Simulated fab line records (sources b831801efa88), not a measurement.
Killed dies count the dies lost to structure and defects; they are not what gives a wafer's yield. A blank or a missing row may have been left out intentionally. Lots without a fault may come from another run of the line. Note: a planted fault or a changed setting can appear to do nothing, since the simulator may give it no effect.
What tool caused it?    flow sky130    33 wafers from 11 lots sampled at 3 of the route's 708 steps

WHAT THE GAUGES SHOWED, per wafer
SKY_CAPM_THK_MEAS_01.
lot   measured      on            CAPM_CVD_00_THK (nm)
L272  day 37 05:17  filmMetro-03  15.44 15.25 15.58
L274  day 37 17:37  filmMetro-03  15.31 15.82 15.74
L277  day 38 11:05  filmMetro-02  16.14 16.37 16.24
L278  day 38 23:52  filmMetro-04  15.97 16.40 16.29 16.02 16.41 16.37
L281  day 40 03:30  filmMetro-04  15.59 15.40 15.80
L286  day 41 05:33  filmMetro-04  15.67 15.48 15.92
L288  day 41 15:04  filmMetro-04  15.69 15.77 15.81
L289  day 41 18:05  filmMetro-03  15.59 15.67 15.62
L290  day 42 00:05  filmMetro-02  15.54 15.28 15.60
L291  day 42 08:05  filmMetro-03  15.60 15.74 15.82
L293  day 42 20:53  filmMetro-04  15.41 15.24 15.60

WHAT TOOL EACH LOT RAN ON (gives the tool, then ch and the chambers of the sampled wafers, and finally the start)
lot   SKY_VIA1_STRIP_16                    SKY_CAPM_CVD_00
L272  plasmaAsher-02 ch 0,1, day 34 21:38  pecvd-03 ch 1,2, day 37 05:15
L274  plasmaAsher-03 ch 0,1, day 35 08:56  pecvd-03 ch 0,1,2, day 37 17:35
L277  plasmaAsher-03 ch 0,1, day 36 01:46  pecvd-03 ch 0,1,2, day 38 11:04
L278  plasmaAsher-03 ch 0,1, day 36 16:24  pecvd-03 ch 0,2, day 38 23:50
L281  plasmaAsher-03 ch 0, day 37 20:46    pecvd-01 ch 0,1,2, day 40 03:28
L286  plasmaAsher-02 ch 0,1, day 39 00:02  pecvd-01 ch 0,1,2, day 41 05:31
L288  plasmaAsher-02 ch 0,1, day 39 10:26  pecvd-01 ch 0,1,2, day 41 15:03
L289  plasmaAsher-03 ch 0,1, day 39 12:55  pecvd-03 ch 0,1,2, day 41 18:04
L290  plasmaAsher-03 ch 0,1, day 39 19:38  pecvd-01 ch 0,1, day 42 00:04
L291  plasmaAsher-01 ch 0,1, day 40 03:20  pecvd-03 ch 0,1,2, day 42 08:04
L293  plasmaAsher-03 ch 0,1, day 40 15:47  pecvd-01 ch 0,2, day 42 20:52
- SKY_VIA1_STRIP_16: strips in O2/N2.
- SKY_CAPM_CVD_00: deposits SiO2, target thk 15.5 nm.

THE ANSWER, worked out from the rows above alone
Rule: the usual values come from the lots themselves. The widest of any qualifying gaps counts: lots, ordered by their means at a reading, are off when they make up no more than a third of the lots, leave a main group of 4 or more, and stand apart from it by 3 or more times the standard deviation of that group's means. Not used: any main group whose means are identical at the precision the tables above print for the reading. A lot without any number at a reading at which 4 lots or more have one is off too. Where the step has rows for the other lots, those lots are counted as sound.
Off: L277, L278, seen at SKY_CAPM_THK_MEAS_01 (CAPM_CVD_00_THK). Mean 15.59 nm and standard deviation 0.12 in the main group.
A tool fits if, at a process step before that reading, it ran every lot that is off, and no sound lot after the first of them. Gauges at SKY_CAPM_THK_MEAS_01: tried the same way as those tools. Not one of the candidates tried fits.

WHAT WAS PUT IN BY THE SIMULATOR
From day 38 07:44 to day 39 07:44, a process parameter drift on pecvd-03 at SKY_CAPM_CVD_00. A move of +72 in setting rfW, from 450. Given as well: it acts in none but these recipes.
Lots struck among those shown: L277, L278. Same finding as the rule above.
